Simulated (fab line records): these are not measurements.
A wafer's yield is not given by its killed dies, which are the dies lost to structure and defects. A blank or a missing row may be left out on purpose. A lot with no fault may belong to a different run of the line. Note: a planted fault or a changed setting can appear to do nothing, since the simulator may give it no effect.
fab line records + flow sky130
record
- lots=11
- wafers=33
- last-day=50
route steps=708 shown VT_ADJUST_LVTN@107 GATE_OXIDE@201 POLY_GATE@230 LDD_N@247
lots with no fault: from the same line, run without faults
start-h: the number of hours between the record's first day and the start of the first shown wafer of the lot + wait-h: hours from the lot's prior step to this one + " unchanged from the row above + L1.1+2: several wafers, shown together as one row + - no value present, or no start provided + * or withheld: withheld + < > ~ a bound
route shown NAME@n: names a module that has steps shown in the file, with the first one's number in the route + usual: average and standard deviation across the fault-free wafers + same: alike in all rows + chamber/n: place in a boat + sites: each site's reading + _std_site: the standard deviation of these + _edge_site: mean of outer sites minus mean of inner sites + radius-mm: how far each site lies from the wafer's centre + mask NAME#n: copy n + behind: the tool/chamber that last shaped the wafer + hold: cause of the lot's hold/its duration in hours/its outcome + device: which transistor (n, p or np) failed to switch + end of line: the same wafers' tests at the end of the route + a step without rows: its recipe alone + killed: count of dies lost to structure and defects at first sort (not the wafer's yield) + map: a wafer's dies, x killed, . not, _ none there
set.NAME: the setting that was run; set.NAME@STEP: the one run at that earlier step + model.NAME: the simulator's own value behind a step, which no gauge read
the route's steps for a sample of lots (tables are steps, rows are wafers)
services: when a tool's chamber went out of use (start-h, in hours from the record's first day, below 0 if earlier), for how many hours, and the reason
## steps
# step SKY_VT_ADJUST_LVTN_TW_MEAS_10
# usual
- VT_ADJUST_LVTN_TW=241.7/1.4
| lot.wafer | tool          | chamber | start-h | wait-h | VT_ADJUST_LVTN_TW |
|-----------|---------------|---------|---------|--------|-------------------|
| L988.2    | film-metro-01 | -       | 145.46  | 0.1    | 240.5             |
| L988.3    | "             | -       | "       | "      | 240.8             |
| L988.6    | "             | -       | "       | "      | 240.8             |
| L989.3    | film-metro-04 | -       | 152.42  | 0.1    | 241.8             |
| L989.5    | "             | -       | "       | "      | 240.5             |
| L989.6    | "             | -       | "       | "      | 240.1             |
| L991.2    | film-metro-04 | -       | 169.22  | 0.1    | 243.4             |
| L991.3    | "             | -       | "       | "      | 243.8             |
| L991.5    | "             | -       | "       | "      | 242.9             |
| L992.1    | film-metro-02 | -       | 171.75  | 0.1    | 240.0             |
| L992.5    | "             | -       | "       | "      | 238.9             |
| L992.6    | "             | -       | "       | "      | 240.2             |
| L996.1    | film-metro-02 | -       | 200.61  | 0.1    | 242.7             |
| L996.5    | "             | -       | "       | "      | 244.5             |
| L996.6    | "             | -       | "       | "      | 242.5             |
| L103.1    | film-metro-04 | -       | 243.10  | 0.1    | 241.6             |
| L103.2    | "             | -       | "       | "      | 241.6             |
| L103.6    | "             | -       | "       | "      | 242.7             |
| L104.1    | film-metro-02 | -       | 247.71  | 0.1    | 240.8             |
| L104.2    | "             | -       | "       | "      | 240.4             |
| L104.5    | "             | -       | "       | "      | 241.5             |
| L105.1    | film-metro-02 | -       | 256.60  | 0.1    | 240.8             |
| L105.2    | "             | -       | "       | "      | 240.0             |
| L105.6    | "             | -       | "       | "      | 241.3             |
| L106.2    | film-metro-04 | -       | 267.99  | 0.1    | 241.5             |
| L106.5    | "             | -       | "       | "      | 241.3             |
| L106.6    | "             | -       | "       | "      | 242.5             |
| L109.3    | film-metro-04 | -       | 290.22  | 0.1    | 240.8             |
| L109.4    | "             | -       | "       | "      | 240.2             |
| L109.5    | "             | -       | "       | "      | 239.2             |
| L110.2    | film-metro-01 | -       | 292.32  | 0.1    | 241.4             |
| L110.3    | "             | -       | "       | "      | 241.6             |
| L110.4    | "             | -       | "       | "      | 239.9             |
# step SKY_GATE_OXIDE_TW_MEAS_14
# usual
- GATE_OXIDE_TW=224.9/1.1
| lot.wafer | tool          | chamber | start-h | wait-h | GATE_OXIDE_TW |
|-----------|---------------|---------|---------|--------|---------------|
| L988.2    | film-metro-01 | -       | 310.07  | 0.1    | 225.0         |
| L988.3    | "             | -       | "       | "      | 225.8         |
| L988.6    | "             | -       | "       | "      | 224.5         |
| L989.3    | film-metro-01 | -       | 320.17  | 0.1    | 224.6         |
| L989.5    | "             | -       | "       | "      | 223.8         |
| L989.6    | "             | -       | "       | "      | 224.8         |
| L991.2    | film-metro-04 | -       | 341.26  | 0.1    | 225.5         |
| L991.3    | "             | -       | "       | "      | 225.0         |
| L991.5    | "             | -       | "       | "      | 224.0         |
| L992.1    | film-metro-01 | -       | 343.66  | 0.1    | 224.9         |
| L992.5    | "             | -       | "       | "      | 223.9         |
| L992.6    | "             | -       | "       | "      | 224.4         |
| L996.1    | film-metro-01 | -       | 382.81  | 0.1    | 226.1         |
| L996.5    | "             | -       | "       | "      | 225.5         |
| L996.6    | "             | -       | "       | "      | 226.6         |
| L103.1    | film-metro-03 | -       | 444.20  | 0.1    | 224.5         |
| L103.2    | "             | -       | "       | "      | 223.4         |
| L103.6    | "             | -       | "       | "      | 223.9         |
| L104.1    | film-metro-04 | -       | 446.76  | 0.1    | 224.9         |
| L104.2    | "             | -       | "       | "      | 224.1         |
| L104.5    | "             | -       | "       | "      | 224.3         |
| L105.1    | film-metro-01 | -       | 455.41  | 0.1    | 224.9         |
| L105.2    | "             | -       | "       | "      | 224.9         |
| L105.6    | "             | -       | "       | "      | 225.6         |
| L106.2    | film-metro-03 | -       | 471.22  | 0.1    | 225.6         |
| L106.5    | "             | -       | "       | "      | 226.7         |
| L106.6    | "             | -       | "       | "      | 226.1         |
| L109.3    | film-metro-01 | -       | 499.18  | 0.1    | 225.1         |
| L109.4    | "             | -       | "       | "      | 225.5         |
| L109.5    | "             | -       | "       | "      | 226.2         |
| L110.2    | film-metro-04 | -       | 503.57  | 0.1    | 226.7         |
| L110.3    | "             | -       | "       | "      | 227.2         |
| L110.4    | "             | -       | "       | "      | 226.3         |
# step SKY_POLY_GATE_ETCH_16
# recipe
- stop-on=poly-Si
- chemistry=CH3F/O2
- target=Si3N4
- source-w=400
- bias-w=80
- pressure-mtorr=25
- ch3f-flow-sccm=40
- O2_flow_sccm=30
- time-s=152.6
- target-depth-a=750
# usual
- ch3f-flow-sccm=40.01/0.12
- drypump-motor-current-A=5.7/0.34
- oes-product-au=0.639/0.0047
- throttle-valve-pct=10.536/0.0092
| lot.wafer | tool        | chamber | start-h | wait-h | ch3f-flow-sccm | drypump-motor-current-A | oes-product-au | rf-hours-counter-h | throttle-valve-pct |
|-----------|-------------|---------|---------|--------|----------------|-------------------------|----------------|--------------------|--------------------|
| L988.2    | rie-diel-02 | 1       | 372.45  | 0.0    | 40.17          | 5.1                     | 0.638          | 92                 | 10.524             |
| L988.3    | "           | 0       | "       | "      | 40.18          | 5.5                     | 0.647          | 109                | 10.529             |
| L988.6    | "           | 1       | "       | "      | 39.89          | 5.1                     | 0.633          | -                  | 10.546             |
| L989.3    | rie-diel-02 | 2       | 381.10  | 0.0    | 40.02          | 5.2                     | 0.633          | 4                  | 10.520             |
| L989.5    | "           | 3       | "       | "      | 40.04          | 6.2                     | 0.635          | -                  | 10.515             |
| L989.6    | "           | 0       | "       | "      | 39.99          | 5.5                     | 0.636          | -                  | 10.529             |
| L991.2    | rie-diel-02 | 3       | 405.01  | 0.0    | 39.91          | 6.2                     | 0.643          | 7                  | 10.535             |
| L991.3    | "           | 2       | "       | "      | 39.75          | 5.3                     | 0.644          | 5                  | 10.522             |
| L991.5    | "           | 2       | "       | "      | 40.03          | 5.2                     | 0.639          | -                  | 10.536             |
| L992.1    | rie-diel-01 | 0       | 407.79  | 0.1    | 40.00          | 5.8                     | 0.645          | 22                 | 10.541             |
| L992.5    | "           | 3       | "       | "      | 39.84          | 6.0                     | 0.641          | -                  | 10.543             |
| L992.6    | "           | 0       | "       | "      | 40.16          | 5.8                     | 0.647          | -                  | 10.541             |
| L996.1    | rie-diel-02 | 3       | 448.35  | 0.0    | 39.91          | 6.2                     | 0.635          | 9                  | 10.527             |
| L996.5    | "           | 2       | "       | "      | 39.98          | 5.3                     | 0.639          | -                  | 10.536             |
| L996.6    | "           | 1       | "       | "      | 39.90          | 5.0                     | 0.638          | -                  | 10.528             |
| L103.1    | rie-diel-03 | 2       | 509.56  | 0.0    | 39.96          | 5.6                     | 0.639          | 75                 | 10.553             |
| L103.2    | "           | 1       | "       | "      | 40.06          | 6.0                     | 0.634          | 6                  | 10.517             |
| L103.6    | "           | 2       | "       | "      | 40.08          | 5.6                     | 0.643          | -                  | 10.539             |
| L104.1    | rie-diel-01 | 0       | 516.00  | 0.0    | 39.87          | 5.8                     | 0.642          | 25                 | 10.532             |
| L104.2    | "           | 2       | "       | "      | 40.03          | 5.3                     | 0.640          | 79                 | 10.538             |
| L104.5    | "           | 0       | "       | "      | 40.02          | 5.8                     | 0.645          | -                  | 10.539             |
| L105.1    | rie-diel-01 | 0       | 520.30  | 0.0    | 40.06          | 5.8                     | 0.646          | 26                 | 10.548             |
| L105.2    | "           | 1       | "       | "      | 39.77          | 5.6                     | 0.639          | 1                  | 10.545             |
| L105.6    | "           | 1       | "       | "      | 39.86          | 5.6                     | 0.640          | -                  | 10.527             |
| L106.2    | rie-diel-01 | 0       | 535.60  | 0.0    | 39.96          | 5.8                     | 0.646          | 26                 | 10.540             |
| L106.5    | "           | 3       | "       | "      | 39.89          | 6.1                     | 0.632          | -                  | 10.526             |
| L106.6    | "           | 2       | "       | "      | 40.13          | 5.3                     | 0.638          | -                  | 10.522             |
| L109.3    | rie-diel-01 | 3       | 564.30  | 0.0    | 39.97          | 6.1                     | 0.639          | 2                  | 10.543             |
| L109.4    | "           | 0       | "       | "      | 39.95          | 5.8                     | 0.632          | -                  | 10.541             |
| L109.5    | "           | 1       | "       | "      | 39.89          | 5.6                     | 0.640          | -                  | 10.537             |
| L110.2    | rie-diel-03 | 3       | 568.85  | 0.0    | 40.07          | 5.9                     | 0.629          | 5                  | 10.530             |
| L110.3    | "           | 0       | "       | "      | 39.99          | 6.0                     | 0.648          | 67                 | 10.536             |
| L110.4    | "           | 1       | "       | "      | 40.00          | 6.0                     | 0.640          | 7                  | 10.545             |
# step SKY_LDD_N_IMPLANT_10
# recipe
- species=As
- energy-kev=20
- dose-cm2=7.5e+13
- tilt-deg=withheld
- rotation-deg=203
| lot.wafer  | tool         | chamber | start-h | wait-h |
|------------|--------------|---------|---------|--------|
| L988.2+3+6 | implanter-03 | 0       | 404.27  | 0.1    |
| L989.3+5+6 | implanter-02 | 0       | 414.05  | 0.1    |
| L991.2+3+5 | implanter-02 | 0       | 438.47  | 0.1    |
| L991.2+3+5 | implanter-02 | 0       | 438.79  | 0.3    |
| L992.1+5+6 | implanter-02 | 0       | 440.59  | 0.1    |
| L996.1+5+6 | implanter-04 | 0       | 483.55  | 0.1    |
| L996.1+5+6 | implanter-04 | 0       | 483.87  | 0.3    |
| L103.1+2+6 | implanter-02 | 0       | 540.99  | 0.1    |
| L104.1+2+5 | implanter-02 | 0       | 549.09  | 0.1    |
| L105.1+2+6 | implanter-04 | 0       | 551.55  | 0.1    |
| L106.2+5+6 | implanter-02 | 0       | 566.87  | 0.1    |
| L109.3+4+5 | implanter-02 | 0       | 595.05  | 0.1    |
| L110.2+3+4 | implanter-04 | 0       | 598.72  | 0.1    |
# step SKY_LDD_N_STRIP_16
# recipe
- chemistry=O2/N2
- power-w=1400
- pressure-mtorr=1500
- platen-temp-c=withheld
- o2-flow-sccm=3000
- n2-flow-sccm=300
- overash-fraction=0.5
# usual
- drypump-motor-current-A=5.7/0.5
- oes-product-au=0.406/0.0046
- strip-time-to-endpoint-s=4.317/0.014
| lot.wafer | tool            | chamber | start-h | wait-h | drypump-motor-current-A | oes-product-au | rf-hours-counter-h | strip-time-to-endpoint-s |
|-----------|-----------------|---------|---------|--------|-------------------------|----------------|--------------------|--------------------------|
| L988.2    | plasma-asher-01 | 0       | 405.15  | 0.1    | 5.8                     | 0.411          | 28                 | 4.299                    |
| L988.3    | "               | 0       | "       | "      | 5.8                     | 0.396          | -                  | 4.293                    |
| L988.6    | "               | 0       | "       | "      | 5.8                     | 0.407          | -                  | 4.312                    |
| L989.3    | plasma-asher-01 | 1       | 414.93  | 0.1    | 4.9                     | 0.403          | -                  | 4.305                    |
| L989.5    | "               | 1       | "       | "      | 4.9                     | 0.408          | -                  | 4.282                    |
| L989.6    | "               | 0       | "       | "      | 5.8                     | 0.399          | -                  | 4.314                    |
| L991.2    | plasma-asher-01 | 0       | 439.75  | 0.2    | 5.8                     | 0.400          | 33                 | 4.531                    |
| L991.3    | "               | 0       | "       | "      | 5.8                     | 0.405          | -                  | 4.541                    |
| L991.5    | "               | 0       | "       | "      | 5.8                     | 0.405          | -                  | 4.527                    |
| L992.1    | plasma-asher-02 | 0       | 441.49  | 0.1    | 5.9                     | 0.406          | 1                  | 4.317                    |
| L992.5    | "               | 1       | "       | "      | 5.1                     | 0.409          | -                  | 4.300                    |
| L992.6    | "               | 0       | "       | "      | 5.9                     | 0.416          | -                  | 4.330                    |
| L996.1    | plasma-asher-03 | 1       | 484.77  | 0.1    | 6.2                     | 0.408          | 83                 | 4.535                    |
| L996.5    | "               | 0       | "       | "      | 6.2                     | 0.415          | -                  | 4.538                    |
| L996.6    | "               | 1       | "       | "      | 6.2                     | 0.418          | -                  | 4.519                    |
| L103.1    | plasma-asher-01 | 1       | 541.89  | 0.1    | 4.9                     | 0.407          | 46                 | 4.313                    |
| L103.2    | "               | 0       | "       | "      | 5.8                     | 0.406          | 46                 | 4.309                    |
| L103.6    | "               | 1       | "       | "      | 4.9                     | 0.407          | -                  | 4.308                    |
| L104.1    | plasma-asher-01 | 0       | 549.99  | 0.1    | 5.8                     | 0.406          | 47                 | 4.319                    |
| L104.2    | "               | 1       | "       | "      | 4.9                     | 0.408          | 47                 | 4.308                    |
| L104.5    | "               | 0       | "       | "      | 5.8                     | 0.406          | -                  | 4.323                    |
| L105.1    | plasma-asher-03 | 0       | 552.45  | 0.1    | 6.2                     | 0.402          | 91                 | 4.310                    |
| L105.2    | "               | 1       | "       | "      | 6.2                     | 0.408          | 91                 | 4.305                    |
| L105.6    | "               | 1       | "       | "      | 6.2                     | 0.400          | -                  | 4.316                    |
| L106.2    | plasma-asher-02 | 1       | 567.74  | 0.1    | 5.1                     | 0.402          | 11                 | 4.328                    |
| L106.5    | "               | 0       | "       | "      | 5.9                     | 0.406          | -                  | 4.313                    |
| L106.6    | "               | 1       | "       | "      | 5.1                     | 0.409          | -                  | 4.313                    |
| L109.3    | plasma-asher-01 | 0       | 595.93  | 0.1    | 5.8                     | 0.405          | -                  | 4.299                    |
| L109.4    | "               | 1       | "       | "      | 4.9                     | 0.403          | -                  | 4.310                    |
| L109.5    | "               | 1       | "       | "      | 4.9                     | 0.413          | -                  | 4.312                    |
| L110.2    | plasma-asher-01 | 1       | 599.60  | 0.1    | 4.9                     | 0.405          | 52                 | 4.307                    |
| L110.3    | "               | 1       | "       | "      | 4.9                     | 0.409          | -                  | 4.289                    |
| L110.4    | "               | 0       | "       | "      | 5.8                     | 0.404          | -                  | 4.315                    |
# step SKY_LDD_N_TW_MEAS_17
# usual
- LDD_N_TW=2593/11
| lot.wafer | tool          | chamber | start-h | wait-h | LDD_N_TW |
|-----------|---------------|---------|---------|--------|----------|
| L988.2    | film-metro-01 | -       | 405.26  | 0.1    | 2589     |
| L988.3    | "             | -       | "       | "      | 2589     |
| L988.6    | "             | -       | "       | "      | 2590     |
| L989.3    | film-metro-03 | -       | 415.02  | 0.1    | 2594     |
| L989.5    | "             | -       | "       | "      | 2585     |
| L989.6    | "             | -       | "       | "      | 2592     |
| L991.2    | film-metro-03 | -       | 439.86  | 0.1    | 2680     |
| L991.3    | "             | -       | "       | "      | 2685     |
| L991.5    | "             | -       | "       | "      | 2695     |
| L992.1    | film-metro-03 | -       | 441.59  | 0.1    | 2579     |
| L992.5    | "             | -       | "       | "      | 2583     |
| L992.6    | "             | -       | "       | "      | 2581     |
| L996.1    | film-metro-02 | -       | 484.87  | 0.1    | 2694     |
| L996.5    | "             | -       | "       | "      | 2694     |
| L996.6    | "             | -       | "       | "      | 2705     |
| L103.1    | film-metro-02 | -       | 541.99  | 0.1    | 2593     |
| L103.2    | "             | -       | "       | "      | 2595     |
| L103.6    | "             | -       | "       | "      | 2597     |
| L104.1    | film-metro-02 | -       | 550.09  | 0.1    | 2589     |
| L104.2    | "             | -       | "       | "      | 2583     |
| L104.5    | "             | -       | "       | "      | 2598     |
| L105.1    | film-metro-01 | -       | 552.55  | 0.1    | 2581     |
| L105.2    | "             | -       | "       | "      | 2574     |
| L105.6    | "             | -       | "       | "      | 2577     |
| L106.2    | film-metro-02 | -       | 567.85  | 0.1    | 2600     |
| L106.5    | "             | -       | "       | "      | 2604     |
| L106.6    | "             | -       | "       | "      | 2610     |
| L109.3    | film-metro-01 | -       | 596.02  | 0.1    | 2585     |
| L109.4    | "             | -       | "       | "      | 2597     |
| L109.5    | "             | -       | "       | "      | 2573     |
| L110.2    | film-metro-01 | -       | 599.71  | 0.1    | 2600     |
| L110.3    | "             | -       | "       | "      | 2589     |
| L110.4    | "             | -       | "       | "      | 2600     |
## services
| tool            | chamber | start-h | hours | kind   |
|-----------------|---------|---------|-------|--------|
| implanter-04    | -       | 364.19  | 2.5   | repair |
| rie-diel-01     | -       | 365.83  | 0.4   | repair |
| implanter-02    | -       | 373.86  | 8.3   | repair |
| rie-diel-02     | 2       | 382.81  | 4.2   | repair |
| rie-diel-01     | 2       | 400.52  | 62.9  | repair |
| rie-diel-01     | 1       | 403.69  | 10.2  | repair |
| plasma-asher-02 | -       | 421.25  | 9.0   | pm     |
| rie-diel-01     | 1       | 422.86  | 21.2  | repair |
| rie-diel-01     | -       | 423.64  | 0.8   | repair |
| rie-diel-02     | 0       | 439.47  | 4.1   | repair |
| implanter-02    | -       | 455.24  | 3.4   | repair |
| rie-diel-02     | 2       | 455.32  | 6.1   | repair |
| rie-diel-02     | 3       | 458.50  | 3.1   | repair |
| plasma-asher-02 | -       | 496.16  | 26.5  | repair |
| rie-diel-03     | 0       | 507.79  | 15.5  | repair |
| implanter-04    | -       | 522.45  | 1.9   | repair |
| plasma-asher-03 | -       | 527.00  | 1.8   | repair |
| plasma-asher-02 | -       | 539.48  | 14.2  | repair |
| rie-diel-01     | 3       | 543.71  | 7.1   | repair |
| rie-diel-03     | -       | 557.80  | 2.8   | pm     |
| rie-diel-01     | 3       | 566.69  | 17.1  | repair |
| rie-diel-02     | 2       | 576.71  | 9.4   | repair |
| implanter-02    | -       | 578.53  | 4.3   | pm     |
| rie-diel-02     | 0       | 582.53  | 36.4  | repair |
## key
first-sign
- step=SKY_LDD_N_IMPLANT_10
- reading=visit
- direction=added
effect
- step=SKY_LDD_N_STRIP_16
- reading=strip-time-to-endpoint-s
- direction=up
- sigmas=16
- usual=*
- struck=*
effect
- step=SKY_LDD_N_TW_MEAS_17
- reading=LDD_N_TW
- direction=up
- sigmas=9
- usual=2593
- struck=2692
met-at SKY_LDD_N_IMPLANT_10
struck-lots L991,L996
tester-left-out L991,L996
not-acting-at SKY_VT_ADJUST_LVTN_TW_MEAS_10,SKY_GATE_OXIDE_TW_MEAS_14,SKY_POLY_GATE_ETCH_16
fault
- kind=repeated-step-whole
- tool=implanter-02,implanter-03,implanter-04
- chamber=-
- onset-h=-
- steps=SKY_LDD_N_IMPLANT_10
- times=1
- scope=struck-lots-only
# tester-left-out: of these lots the tester's yield and bins aren't shown, on N5 and GAA mostly nor the transistor test; their killed dies are dies lost to structure and defects alone, not to doping, threshold or leakage, so they don't give the yield
